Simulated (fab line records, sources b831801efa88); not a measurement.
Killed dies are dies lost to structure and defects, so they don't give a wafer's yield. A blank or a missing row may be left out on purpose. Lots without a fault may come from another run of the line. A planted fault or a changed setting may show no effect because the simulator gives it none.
Tool commonality check | flow sfq_line | 14 lots, 42 wafers sampled

WHY IT WAS OPENED
At SFQ_M1_RS_MEAS_909 the reading M1_NB_RS is flagged on 2 of 14 lots. Wafers without a fault read 0.888 ohm/sq, standard deviation 0.0097.
Rule: a lot is flagged when every wafer of it that has a number lies more than 4 standard deviations from that mean, or none has a number. The other lots count as sound.

lot  | measured     | on            | M1_NB_RS (ohm/sq), wafer by wafer | flag
L142 | day 17 17:28 | film_metro-03 | 0.870 0.888 0.875                 |
L143 | day 18 16:16 | film_metro-01 | 0.883 0.890 0.885                 |
L144 | day 18 20:29 | film_metro-01 | 0.885 0.887 0.882                 |
L145 | day 19 02:38 | film_metro-03 | 0.876 0.872 0.881                 |
L146 | day 19 19:33 | film_metro-01 | 0.888 0.896 0.896                 |
L148 | day 21 07:32 | film_metro-03 | 0.880 0.897 0.898                 |
L149 | day 21 15:57 | film_metro-01 | 0.893 0.887 0.891                 |
L151 | day 22 12:33 | film_metro-01 | 0.929 0.940 0.942                 | FLAGGED
L154 | day 23 15:56 | film_metro-04 | 0.956 0.952 0.954                 | FLAGGED
L160 | day 25 19:57 | film_metro-01 | 0.900 0.905 0.899                 |
L162 | day 26 04:38 | film_metro-03 | 0.902 0.903 0.900                 |
L163 | day 26 10:48 | film_metro-01 | 0.882 0.880 0.881                 |
L164 | day 27 06:41 | film_metro-03 | 0.866 0.871 0.870                 |
L165 | day 27 16:03 | film_metro-04 | 0.879 0.878 0.894                 |
The numbers of the flagged lots are 0.946 ohm/sq on average: +0.057 ohm/sq against the usual, or +6 standard deviations.

WHICH TOOL RAN EACH LOT
The record holds 1 process step before the reading, out of a route of 325 steps. In each cell: the tool, then ch and the chambers that the sampled wafers went through, then the start.
lot  | flag    | SFQ_TRILAYER_M1_DEP_SPUTTER_037
L142 |         | pvd_sputter-03, day 17 17:22
L143 |         | pvd_sputter-03, day 18 16:10
L144 |         | pvd_sputter-03, day 18 20:22
L145 |         | pvd_sputter-03, day 19 02:30
L146 |         | pvd_sputter-06, day 19 19:26
L148 |         | pvd_sputter-03, day 21 07:26
L149 |         | pvd_sputter-06, day 21 15:52
L151 | FLAGGED | pvd_sputter-06, day 22 12:25
L154 | FLAGGED | pvd_sputter-06, day 23 15:50
L160 |         | pvd_sputter-04, day 25 19:49
L162 |         | pvd_sputter-04, day 26 04:31
L163 |         | pvd_sputter-06, day 26 10:41
L164 |         | pvd_sputter-06, day 27 06:35
L165 |         | pvd_sputter-03, day 27 15:58
What these steps do:
- SFQ_TRILAYER_M1_DEP_SPUTTER_037: material Nb, target thk 200 nm, time 133.3 s.
- SFQ_M1_RS_MEAS_909: measures by four-point-probe.

FLAGGED OVER TOTAL, TOOL BY TOOL (the gauges that took the reading come last)
step                            | tool           | lots run | flagged | share of the flagged lots | sound lots run after its first flagged lot
SFQ_TRILAYER_M1_DEP_SPUTTER_037 | pvd_sputter-03 | 6        | 0       | none                      | -
SFQ_TRILAYER_M1_DEP_SPUTTER_037 | pvd_sputter-04 | 2        | 0       | none                      | -
SFQ_TRILAYER_M1_DEP_SPUTTER_037 | pvd_sputter-06 | 6        | 2       | all                       | 2 (L163,L164)
SFQ_M1_RS_MEAS_909              | film_metro-01  | 7        | 1       | some                      | 2 (L160,L163)
SFQ_M1_RS_MEAS_909              | film_metro-03  | 5        | 0       | none                      | -
SFQ_M1_RS_MEAS_909              | film_metro-04  | 2        | 1       | some                      | 1 (L165)

WHAT THE TABLE ALLOWS
1 row of the table ran every flagged lot: pvd_sputter-06 at SFQ_TRILAYER_M1_DEP_SPUTTER_037.
- pvd_sputter-06 at SFQ_TRILAYER_M1_DEP_SPUTTER_037: 2 of its 6 lots flagged. Sound lots ran on it after the first flagged one (L163, L164), which a lasting fault on the whole tool wouldn't allow.
No row of the table ran every flagged lot and no sound lot after the first.

WHAT THE SIMULATOR HAD PUT IN
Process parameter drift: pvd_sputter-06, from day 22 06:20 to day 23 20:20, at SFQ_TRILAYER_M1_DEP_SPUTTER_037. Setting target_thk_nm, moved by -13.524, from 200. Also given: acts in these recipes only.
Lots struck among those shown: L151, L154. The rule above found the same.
